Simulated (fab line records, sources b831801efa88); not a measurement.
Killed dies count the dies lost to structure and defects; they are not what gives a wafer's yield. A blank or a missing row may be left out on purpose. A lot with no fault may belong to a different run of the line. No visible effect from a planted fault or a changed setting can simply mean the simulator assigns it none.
Struck lot and sound lot, side by side + flow sky130 + 32 out of 708 route steps
Sound: wafers L789.1, L789.3, L789.5. Struck: wafers L795.3, L795.5. (L795.1 of the same lot was not struck and is left out.) The cause comes at the end.
Per side, at each step with rows, come the tool, then ch with its chambers, and then its first start. Under that, the readings that differ: sound wafers + struck wafers + difference of the means + sigmas: that difference in standard deviations of wafers without a fault.
alike: same words and numbers on both sides, and readings whose means sit less than 2 such deviations apart. not compared: any withheld reading, any reading some wafer has no value for, any bound like >300 that may hide the same value, and any number with overlapping values for which the record gives no deviation.
Wherever a step has rows on one side only, a row that says differs or no value, or a row with sigmas, the two part there. Numbers that have no deviation but don't overlap get no sigmas and don't part them. A reading that every wafer of one side lacks parts them only if that side has two wafers or more.

first, 6 steps without rows for these wafers: SKY_VIA1_ETCH_15 (etches SiO2 in C4F8/O2/Ar, stops on TiN, target depth 351 nm, time 54 s); SKY_VIA1_STRIP_16 (strips in O2/N2); SKY_VIA1_STRIP_17 (strips in post etch residue remover, time 1200 s); SKY_VIA1_CLEAN_18 (cleans in IPA, time 180 s); SKY_VIA1_CLEAN_19 (cleans in O3/DIW); SKY_VIA1_SPUTTER_20 (material TiN, target thk 20 nm, time 80 s).
SKY_VIA1_CVD_21: deposits W, target thk 270 nm, time 80.902 s.
  sound on cvd w-01 ch 0,1, day 34 15:23; struck on cvd w-01 ch 0,1, day 36 07:46
  alike: heater power w, susceptor temp C
  not compared: since wet clean h
SKY_VIA1_RS_MEAS_22: measures by four-point-probe.
  sound on film metro-03, day 34 15:29; struck on film metro-01, day 36 07:52
  alike: VIA1_W_RS
SKY_VIA1_THK_MEAS_23: measures by xrf.
  sound on film metro-03, day 34 15:36; struck on film metro-01, day 36 07:59
  alike: VIA1_W_THK
then, 1 step without rows for these wafers: SKY_VIA1_CMP_24 (polishes, stops on SiO2, t overpolish 15 s, target thk 0 nm).
SKY_METAL2_SPUTTER_00: material Ti, target thk 15 nm, time 10 s.
  sound on pvd sputter-04, day 34 15:58; struck on pvd sputter-01, day 36 08:21
  alike: throttle valve pct
SKY_METAL2_SPUTTER_01: material TiN, target thk 20 nm, time 16.7 s.
  sound on pvd sputter-04, day 34 15:59; struck on pvd sputter-01, day 36 08:22
  alike: throttle valve pct
SKY_METAL2_SPUTTER_02: material AlCu, target thk 250 nm, time 13.3 s.
  sound on pvd sputter-04, day 34 16:01; struck on pvd sputter-01, day 36 08:23
| reading                                     | sound             | struck      | difference | sigmas |
|---------------------------------------------|-------------------|-------------|------------|--------|
| model.AlCu_of_METAL2_SPUTTER_02.thk nm (nm) | 253.8 251.2 256.9 | 195.6 190.5 | -60.9      |        |
  alike: throttle valve pct
then, 2 steps without rows for these wafers: SKY_METAL2_SPUTTER_03 (material Ti, target thk 5 nm, time 3.3 s); SKY_METAL2_SPUTTER_04 (material TiN, target thk 70 nm, time 58.3 s).
SKY_METAL2_RS_MEAS_05: measures by four-point-probe.
  sound on film metro-02, day 34 16:06; struck on film metro-01, day 36 08:29
| reading                 | sound                | struck        | difference | sigmas |
|-------------------------|----------------------|---------------|------------|--------|
| METAL2_ALCU_RS (ohm/sq) | 0.1249 0.1261 0.1232 | 0.1634 0.1678 | +0.0409    | +26    |
SKY_METAL2_THK_MEAS_06: measures by xrf.
  sound on film metro-02, day 34 16:13; struck on film metro-01, day 36 08:37
| reading              | sound       | struck  | difference | sigmas |
|----------------------|-------------|---------|------------|--------|
| METAL2_ALCU_THK (nm) | 257 251 257 | 198 190 | -61        | -17    |
then, 8 steps without rows for these wafers: SKY_METAL2_DEHYDRATE_07 (time 60 s); SKY_METAL2_HMDS_08 (prime time 60 s); SKY_METAL2_COAT_09 (resist thk 60 nm); SKY_METAL2_COAT_10 (resist thk 450 nm); SKY_METAL2_SOFTBAKE_11 (time 90 s); SKY_METAL2_EXPOSE_12 (exposes mask MM2, target cd 140 nm); SKY_METAL2_PEB_13; SKY_METAL2_DEVELOP_14 (develop time 60 s).
SKY_METAL2_CD_MEAS_15: target cd 140 nm.
  sound on cd sem-01, day 35 18:34; struck on cd sem-02, day 37 10:15
  alike: cd nm
SKY_METAL2_OVL_MEAS_16:
  sound on overlay-02, day 35 18:41; struck on overlay-01, day 37 10:22
  alike: METAL2_OVL
then, 1 step without rows for these wafers: SKY_METAL2_DESCUM_17 (chemistry O2, time 8 s).
SKY_METAL2_ETCH_18: etches BARC in N2/H2, stops on SiO2, time 45.9 s, target depth 60 nm.
  sound on rie metal-01 ch 1, day 35 18:45; struck on rie metal-01 ch 0,1, day 37 10:26
  alike: drypump motor current A, oes product au, throttle valve pct
  not compared: rf hours counter h
SKY_METAL2_METAL_ETCH_19: etches the open film in Cl2/BCl3, stops on SiO2, target depth 360 nm, time 78 s.
  sound on rie metal-01 ch 1, day 35 18:49; struck on rie metal-01 ch 0,1, day 37 10:30
| reading                | sound                | struck        | difference | sigmas |
|------------------------|----------------------|---------------|------------|--------|
| oes product au (a.u.)  | 0.863 0.856 0.843    | 0.799 0.810   | -0.049     | -9     |
| throttle valve pct (%) | 22.257 22.260 22.260 | 22.270 22.285 | +0.018     | +2     |
  alike: drypump motor current A
  not compared: rf hours counter h
SKY_METAL2_STRIP_20: strips in O2/N2.
  sound on plasma asher-01 ch 0,1, day 35 18:55; struck on plasma asher-04 ch 1, day 37 10:35
| reading                     | sound             | struck      | difference | sigmas |
|-----------------------------|-------------------|-------------|------------|--------|
| drypump motor current A (A) | 6.7 6.1 6.7       | 5.3 5.3     | -1.2       | -3     |
| oes product au (a.u.)       | 0.335 0.341 0.339 | 0.352 0.345 | +0.010     | +2     |
  alike: strip time to endpoint s
  not compared: rf hours counter h
-- the record jumps here: 10 days lie between the struck wafers' starts before and after (it left off in module METAL2 and takes up again in module PAD_OPEN, whose first step shown is number 708 of the route) --
SKY_PAD_OPEN_PROBE_99:
  sound on prober-01, day 46 06:19; struck on prober-01, day 47 13:25
| reading                      | sound                | struck        | difference | sigmas |
|------------------------------|----------------------|---------------|------------|--------|
| model.etest.met2.line ohm um | 0.8893 0.9306 0.8788 | 1.157 1.169   | +0.263     |        |
| model.etest.met2.rs ohm sq   | 0.1254 0.1278 0.125  | 0.1653 0.1712 | +0.0422    |        |
  alike: defect limited yield, killed_at_M0_to_M3, killed_at_M4_up, killed at contacts, killed at front end, killed at other, killed dies, killed on rim, killed open, killed short, sort_bin_3_pad_short, sort_bin_5_function, sort_bin_6_memory, sort n pass, sort yield pct

WHERE THEY PART
At SKY_METAL2_RS_MEAS_05 first; at SKY_METAL2_STRIP_20 last (within this record only). Later steps at which nothing parts them and some readings are alike: SKY_PAD_OPEN_PROBE_99.

WHY: what had been put in by the simulator
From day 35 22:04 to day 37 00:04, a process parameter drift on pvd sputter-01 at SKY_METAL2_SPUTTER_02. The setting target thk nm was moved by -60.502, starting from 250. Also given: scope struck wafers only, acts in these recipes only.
